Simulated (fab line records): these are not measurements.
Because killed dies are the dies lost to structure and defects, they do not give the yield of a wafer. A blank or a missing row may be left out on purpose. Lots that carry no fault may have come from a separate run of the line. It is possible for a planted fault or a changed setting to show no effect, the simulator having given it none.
fab line records    flow sfqLine
record lots=13  wafers=39  lastDay=91
route steps=325 shown I3@134 R5@212 C5@246
lots with no fault: from the same line, run without faults
startH: start of the lot's first displayed wafer, in hours after the record's first day    waitH: time in hours since the lot's previous step    " as in the row above    L1.1+2: several wafers, shown together as one row    - no value, or no start was given    * or withheld: withheld    < > ~ a bound
route shown NAME@n: a module of which the file shows steps, and the number in the route of the first    usual: mean/standard deviation taken from wafers without a fault    same: alike in all rows    chamber/n: place in a boat    sites: the reading at each site    _std_site: the standard deviation of these    _edge_site: mean of outer sites minus mean of inner sites    radiusMm: for every site, how far away it sits from the centre of the wafer    mask NAME#n: copy n    behind: the last tool/chamber to shape the wafer    hold: why the lot went on hold/how many hours it stayed there/how the hold came to an end    device: whichever transistor did not switch (one of n, p or np)    end of line: the tests these same wafers got at the end of their route    for a step that has no rows: nothing shown but its recipe    killed: not the wafer's yield, but the dies lost to structure and defects at the first sort    map: per-die view of a wafer (x killed, . not killed, _ where there is no die)
set.NAME: the setting as run; set.NAME@STEP: as run at that earlier step    model.NAME: the simulator's own value behind a step, which no gauge read
route steps across a sampled set of lots; one table per step, one row per wafer
services: a tool's chamber out of use, with start hour (startH, from the record's first day; less than 0 if before it), hours out, and reason
## steps
# step SFQ_TRILAYER_I3_CMP_CMP_082
# recipe material=SiO2  downForcePsi=3  platenRpm=60  padVelocityMS=0.94248
# usual edgeZonePressureFrac=1.000/0.0055  motorCurrentA=10.1/1.4  timeToEndpointS=213/7.6
lot.wafer  tool    chamber  startH   waitH  edgeZonePressureFrac  motorCurrentA  timeToEndpointS
L465.4     cmp-01  2        862.55   6.6    1.004                 10.6           204
L465.1     "       0        863.55   7.6    1.011                 12.7           208
L465.6     "       2        864.55   8.6    1.006                 10.3           218
L466.4     cmp-02  1        865.20   4.5    1.007                 9.7            213
L466.3     "       2        "        "      1.009                 11.6           214
L466.5     "       0        866.70   6.0    1.012                 10.3           212
L468.1     cmp-01  2        887.04   0.5    1.000                 10.4           196
L468.4     "       3        "        "      1.002                 10.6           197
L468.6     "       2        889.04   2.5    1.003                 9.9            209
L469.4     cmp-02  2        889.36   0.0    1.004                 11.3           229
L469.1     "       3        "        "      1.003                 8.9            220
L469.6     "       3        891.86   2.5    1.010                 8.7            220
L470.3     cmp-02  0        904.95   0.0    1.000                 10.0           215
L470.2     "       1        "        "      0.998                 10.1           206
L470.5     "       1        907.45   2.5    1.004                 10.2           216
L471.2     cmp-01  0        919.80   0.0    0.998                 11.9           199
L471.3     "       2        920.80   1.0    1.001                 10.5           204
L471.4     "       3        "        "      1.010                 10.5           215
L472.2     cmp-01  1        922.80   0.1    0.998                 7.2            213
L472.1     "       3        923.80   1.1    0.998                 10.3           201
L472.3     "       0        "        "      1.003                 12.6           206
L479.3     cmp-02  0        975.92   0.0    0.994                 10.7           218
L479.4     "       1        "        "      1.004                 9.8            215
L479.1     "       2        "        "      1.004                 11.4           218
L483.2     cmp-01  3        1001.66  0.5    1.005                 10.9           210
L483.6     "       2        1003.16  2.0    0.997                 9.9            220
L483.5     "       3        "        "      1.000                 10.3           213
L484.3     cmp-02  1        1016.76  0.0    1.001                 10.2           202
L484.2     "       2        "        "      0.990                 11.1           217
L484.5     "       2        1019.26  2.5    0.991                 11.9           215
L485.3     cmp-01  2        1031.77  1.0    1.008                 10.8           216
L485.2     "       3        "        "      1.001                 10.7           214
L485.6     "       1        1033.27  2.5    1.005                 7.5            230
L486.1     cmp-02  3        1044.95  0.8    1.002                 9.0            212
L486.2     "       2        1046.45  2.3    0.994                 11.7           223
L486.6     "       3        "        "      1.000                 9.1            216
L487.4     cmp-01  2        1066.40  7.9    0.993                 10.4           212
L487.1     "       3        "        "      0.994                 10.2           200
L487.2     "       1        1067.90  9.4    1.011                 7.2            225
# step SFQ_TRILAYER_I3_VIA_STRIP_STRIP_089
# recipe gas=O2  powerW=200  platenTempC=40  overashFraction=0.65  chemistry=O2  pressureMtorr=50
# usual drypumpMotorCurrentA=5.4/0.44  oesProductAu=0.999/0.01
lot.wafer  tool         chamber  startH   waitH  drypumpMotorCurrentA  oesProductAu  rfHoursCounterH
L465.1     rieMetal-02  0        1014.67  -      5.8                   1.004         40
L465.4     "            0        "        "      5.8                   1.008         -
L465.6     "            1        "        "      4.8                   1.010         -
L466.3     rieMetal-01  0        1017.47  -      5.8                   1.000         -
L466.4     "            0        "        "      5.8                   0.998         -
L466.5     "            0        "        "      5.8                   0.999         -
L468.1     rieMetal-03  1        1049.26  -      4.9                   0.997         74
L468.4     "            0        "        "      5.6                   1.016         -
L468.6     "            1        "        "      4.9                   0.991         -
L469.1     rieMetal-02  0        1051.66  -      5.8                   1.013         47
L469.4     "            0        "        "      5.8                   0.998         -
L469.6     "            0        "        "      5.8                   1.000         -
L470.2     rieMetal-01  1        1068.46  -      5.0                   0.995         5
L470.3     "            0        "        "      5.9                   1.010         -
L470.5     "            1        "        "      5.0                   0.997         -
L471.2     rieMetal-01  1        1081.66  -      5.0                   1.008         7
L471.3     "            0        "        "      5.9                   1.016         -
L471.4     "            1        "        "      5.0                   1.000         -
L472.1     rieMetal-02  0        1085.26  -      5.8                   1.008         53
L472.2     "            1        "        "      4.8                   0.994         2
L472.3     "            0        "        "      5.8                   0.996         -
L479.1     rieMetal-01  0        1137.67  -      5.9                   1.006         26
L479.3     "            1        "        "      5.0                   1.007         -
L479.4     "            0        "        "      5.9                   1.009         -
L483.2     rieMetal-02  1        1159.59  -      4.8                   0.977         -
L483.5     "            1        "        "      4.8                   0.983         -
L483.6     "            1        "        "      4.8                   0.980         -
L484.2     rieMetal-01  1        1173.99  -      5.0                   0.998         -
L484.3     "            1        "        "      5.0                   0.990         -
L484.5     "            1        "        "      5.0                   0.991         -
L485.2     rieMetal-03  0        1186.99  -      5.7                   1.000         82
L485.3     "            0        "        "      5.6                   1.002         -
L485.6     "            0        "        "      5.7                   0.997         -
L486.1     rieMetal-02  0        1201.52  -      5.8                   1.010         66
L486.2     "            1        "        "      4.8                   0.984         16
L486.6     "            0        "        "      5.8                   1.018         -
L487.1     rieMetal-02  0        1216.04  -      5.8                   1.010         67
L487.2     "            1        "        "      4.8                   0.983         17
L487.4     "            0        "        "      5.8                   1.011         -
# step SFQ_TRILAYER_R5_DEP_SPUTTER_132
# recipe material=Ti  basePressurePa=1.33e-06  targetThkNm=5  powerW=2000  timeS=5  chamberPressurePa=0.4
# usual basePressurePa=1.33e-06/8e-08  throttleValvePct=29.4/1.1
lot.wafer  tool           chamber  startH   waitH  basePressurePa  throttleValvePct
L465.1     pvdSputter-03  -        1324.41  1.0    1.31e-06        29.2
L465.4     "              -        "        "      1.37e-06        30.1
L465.6     "              -        "        "      1.38e-06        28.8
L466.3     pvdSputter-03  -        1328.03  0.6    1.29e-06        29.1
L466.4     "              -        "        "      1.23e-06        28.8
L466.5     "              -        "        "      1.31e-06        29.6
L468.1     pvdSputter-05  -        1365.34  1.0    1.35e-06        27.7
L468.4     "              -        "        "      1.35e-06        32.5
L468.6     "              -        "        "      1.33e-06        32.8
L469.1     pvdSputter-03  -        1368.94  1.0    1.23e-06        29.7
L469.4     "              -        "        "      1.37e-06        29.7
L469.6     "              -        "        "      1.21e-06        29.7
L470.2     pvdSputter-05  -        1385.74  0.8    1.33e-06        30.1
L470.3     "              -        "        "      1.58e-06        29.7
L470.5     "              -        "        "      1.43e-06        29.4
L471.2     pvdSputter-05  -        1395.57  0.8    1.25e-06        27.7
L471.3     "              -        "        "      1.23e-06        29.6
L471.4     "              -        "        "      1.4e-06         30.2
L472.1     pvdSputter-05  -        1402.55  1.0    1.44e-06        27.7
L472.2     "              -        "        "      1.31e-06        29.5
L472.3     "              -        "        "      1.36e-06        30.3
L479.1     pvdSputter-03  -        1461.03  1.0    1.25e-06        28.7
L479.3     "              -        "        "      1.26e-06        29.7
L479.4     "              -        "        "      1.2e-06         29.6
L483.2     pvdSputter-04  -        1488.24  0.8    1.4e-06         29.5
L483.5     "              -        "        "      1.3e-06         30.0
L483.6     "              -        "        "      1.3e-06         27.5
L484.2     pvdSputter-04  -        1638.13  0.8    1.43e-06        27.8
L484.3     "              -        "        "      1.3e-06         30.1
L484.5     "              -        "        "      1.35e-06        29.6
L485.2     pvdSputter-03  -        1645.78  0.8    1.25e-06        28.9
L485.3     "              -        "        "      1.35e-06        29.5
L485.6     "              -        "        "      1.42e-06        28.7
L486.1     pvdSputter-05  -        1656.14  1.0    1.41e-06        27.9
L486.2     "              -        "        "      1.25e-06        29.3
L486.6     "              -        "        "      1.13e-06        29.3
L487.1     pvdSputter-03  -        1673.21  1.0    1.26e-06        29.6
L487.2     "              -        "        "      1.49e-06        28.8
L487.4     "              -        "        "      1.33e-06        29.6
# step SFQ_R5_RS_MEAS_933
# recipe thkMeasGauge=four-point-probe  reads=Ti_of_TRILAYER_R5_DEP_SPUTTER_134+MoNx_of_TRILAYER_R5_DEP_SPUTTER_133+Ti_of_TRILAYER_R5_DEP_SPUTTER_132
# usual R5_MONX_RS=7.03/0.072
lot.wafer  tool          chamber  startH   waitH  hold                     R5_MONX_RS[ohm/sq]
L465.1     filmMetro-01  -        1324.50  0.0    -                        6.97
L465.4     "             -        "        "      -                        7.03
L465.6     "             -        "        "      -                        6.93
L466.3     filmMetro-04  -        1328.16  0.0    -                        7.09
L466.4     "             -        "        "      -                        7.06
L466.5     "             -        "        "      -                        7.14
L468.1     filmMetro-01  -        1365.43  0.0    -                        6.98
L468.4     "             -        "        "      -                        7.03
L468.6     "             -        "        "      -                        6.98
L469.1     filmMetro-01  -        1369.03  0.0    -                        7.01
L469.4     "             -        "        "      -                        6.94
L469.6     "             -        "        "      -                        6.96
L470.2     filmMetro-01  -        1385.85  0.0    -                        6.92
L470.3     "             -        "        "      -                        6.83
L470.5     "             -        "        "      -                        6.81
L471.2     filmMetro-04  -        1395.68  0.0    -                        6.99
L471.3     "             -        "        "      -                        6.99
L471.4     "             -        "        "      -                        7.03
L472.1     filmMetro-01  -        1402.65  0.0    -                        6.95
L472.2     "             -        "        "      -                        6.95
L472.3     "             -        "        "      -                        7.06
L479.1     filmMetro-04  -        1461.12  0.0    awaitDispo/0.2h/release  7.12
L479.3     "             -        "        "      awaitDispo/0.2h/release  7.14
L479.4     "             -        "        "      awaitDispo/0.2h/release  7.33
L479.1     filmMetro-04  -        1461.41  0.3    -                        7.15
L479.3     "             -        "        "      -                        7.16
L479.4     "             -        "        "      -                        7.33
L483.2     filmMetro-01  -        1488.35  0.0    -                        7.03
L483.5     "             -        "        "      -                        7.07
L483.6     "             -        "        "      -                        7.05
L484.2     filmMetro-03  -        1638.24  0.0    -                        7.13
L484.3     "             -        "        "      -                        7.23
L484.5     "             -        "        "      -                        7.18
L485.2     filmMetro-04  -        1645.89  0.0    -                        7.00
L485.3     "             -        "        "      -                        7.00
L485.6     "             -        "        "      -                        7.00
L486.1     filmMetro-04  -        1656.24  0.0    -                        7.02
L486.2     "             -        "        "      -                        6.93
L486.6     "             -        "        "      -                        6.93
L487.1     filmMetro-03  -        1673.30  0.0    -                        7.00
L487.2     "             -        "        "      -                        7.01
L487.4     "             -        "        "      -                        7.02
# step SFQ_C5_OVL_MEAS_937
# usual C5_OVL=-2/6
lot.wafer  tool        chamber  startH   waitH  C5_OVL[nm]
L465.1     overlay-01  -        1664.60  0.1    5
L465.4     "           -        "        "      -11
L465.6     "           -        "        "      -5
L466.3     overlay-01  -        1723.18  0.1    -3
L466.4     "           -        "        "      -7
L466.5     "           -        "        "      -2
L468.1     overlay-01  -        1756.59  0.1    -7
L468.4     "           -        "        "      -11
L468.6     "           -        "        "      -10
L469.1     overlay-02  -        1772.19  0.1    -9
L469.4     "           -        "        "      -13
L469.6     "           -        "        "      -20
L470.2     overlay-02  -        1778.20  0.1    -7
L470.3     "           -        "        "      -3
L470.5     "           -        "        "      4
L471.2     overlay-01  -        1783.20  0.1    8
L471.3     "           -        "        "      9
L471.4     "           -        "        "      13
L472.1     overlay-01  -        1785.59  0.1    4
L472.2     "           -        "        "      -3
L472.3     "           -        "        "      3
L479.1     overlay-01  -        1832.74  0.1    4
L479.3     "           -        "        "      5
L479.4     "           -        "        "      5
L483.2     overlay-01  -        1855.71  0.1    3
L483.5     "           -        "        "      -4
L483.6     "           -        "        "      2
L484.2     overlay-01  -        1865.31  0.1    -8
L484.3     "           -        "        "      3
L484.5     "           -        "        "      4
L485.2     overlay-01  -        1873.71  0.1    2
L485.3     "           -        "        "      -2
L485.6     "           -        "        "      -2
L486.1     overlay-02  -        1878.50  0.1    8
L486.2     "           -        "        "      -5
L486.6     "           -        "        "      -6
L487.1     overlay-02  -        1882.10  0.1    -3
L487.2     "           -        "        "      -6
L487.4     "           -        "        "      -6
## services
tool           chamber  startH   hours  kind
cmp-02         -        847.28   1.0    repair
cmp-02         -        875.57   0.8    repair
pvdSputter-03  -        902.16   2.4    repair
cmp-01         -        905.45   1.0    repair
cmp-02         -        914.38   9.2    pm
cmp-02         -        923.62   4.0    pm
cmp-02         -        930.09   8.6    pm
pvdSputter-03  -        930.70   15.5   repair
cmp-01         -        939.34   4.6    pm
cmp-01         -        943.93   6.8    pm
cmp-01         -        999.89   0.4    repair
cmp-01         -        1021.78  6.5    repair
cmp-01         -        1093.40  4.0    pm
cmp-01         -        1095.07  3.9    repair
cmp-01         -        1104.72  4.0    repair
cmp-01         -        1118.57  0.7    repair
cmp-01         -        1309.91  3.2    pm
cmp-01         -        1358.88  2.7    repair
cmp-01         -        1364.83  0.6    repair
cmp-01         -        1408.74  1.0    repair
cmp-01         -        1433.40  4.0    pm
cmp-01         -        1462.74  4.4    repair
cmp-01         -        1500.42  0.8    repair
cmp-01         -        1577.76  6.8    pm
## key
firstSign step=SFQ_R5_RS_MEAS_933  reading=visit  direction=added
effect step=SFQ_R5_RS_MEAS_933  reading=R5_MONX_RS  direction=up  sigmas=4.2  usual=7.03  struck=7.33
metAt SFQ_TRILAYER_R5_DEP_SPUTTER_132
struckLots L479
struckWafers L479.4
notActingAt SFQ_TRILAYER_I3_CMP_CMP_082,SFQ_TRILAYER_I3_VIA_STRIP_STRIP_089,SFQ_C5_OVL_MEAS_937
onsetBetween 1368.94 1461.03
fault kind=processParameterDrift  tool=pvdSputter-03  chamber=-  onsetH=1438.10  steps=SFQ_TRILAYER_R5_DEP_SPUTTER_132  channel=targetThkNm  offset=-2.9157  shape=step  endH=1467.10  actsIn=theseRecipesOnly  stated=5  scope=struckWafersOnly
